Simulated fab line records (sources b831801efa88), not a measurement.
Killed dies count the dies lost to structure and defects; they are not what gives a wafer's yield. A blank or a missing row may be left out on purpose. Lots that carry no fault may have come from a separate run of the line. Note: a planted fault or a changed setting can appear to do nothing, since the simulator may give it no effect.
Chamber matching + flow gf180mcu + pecvd-03 running GF_V4_CVD_02: 3 sister chambers
The step deposits SiO2 from TEOS, target thk 850 nm, time 94.851 s. 6 wafers are shown with their chamber, then 7 later ones without.

## WAFERS WITH THEIR CHAMBER
| wafer  | chamber | heaterPowerW (W) |
|--------|---------|------------------|
| L469.4 | 2       | 690              |
| L470.3 | 0       | 680              |
| L470.4 | 1       | 652              |
| L470.5 | 0       | 532              |
| L482.1 | 2       | 607              |
| L482.2 | 1       | 614              |

## WAFERS MISSING THEIR CHAMBER
| wafer  | heaterPowerW (W) |
|--------|------------------|
| L482.5 | 657              |
| L487.3 | 682              |
| L487.4 | 637              |
| L487.5 | 713              |
| L488.1 | 539              |
| L488.4 | 671              |
| L488.5 | 583              |

## CHAMBER TAKEN BY EACH
| wafer  | from the rows above          | in truth |
|--------|------------------------------|----------|
| L482.5 | can't be placed: 2 or 1 or 0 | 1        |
| L487.3 | can't be placed: 2 or 1 or 0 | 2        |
| L487.4 | can't be placed: 1 or 2 or 0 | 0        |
| L487.5 | can't be placed: 2 or 1 or 0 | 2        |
| L488.1 | can't be placed: 0 or 1 or 2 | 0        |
| L488.4 | can't be placed: 2 or 1 or 0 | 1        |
| L488.5 | can't be placed: 0 or 1 or 2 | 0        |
Correctly placed: 0 of 7. Not placeable from these rows: 7 (in 7, the candidates include the true chamber). Wrongly placed: 0.
How it was worked out, from the rows above alone: a wafer's distance from a chamber is the root of the sum, over the readings, of the square of ((its reading less the chamber's mean) divided by the reading's scatter). If the next closest chamber is less than 2 further off than the closest, the wafer can't be placed; otherwise it belongs to the closest. The mean given for a chamber averages the wafers shown for that chamber. The scatter is the square root of a quotient: the sum, over the shown wafers, of each reading's squared deviation from its chamber's mean, divided by wafers minus chambers.
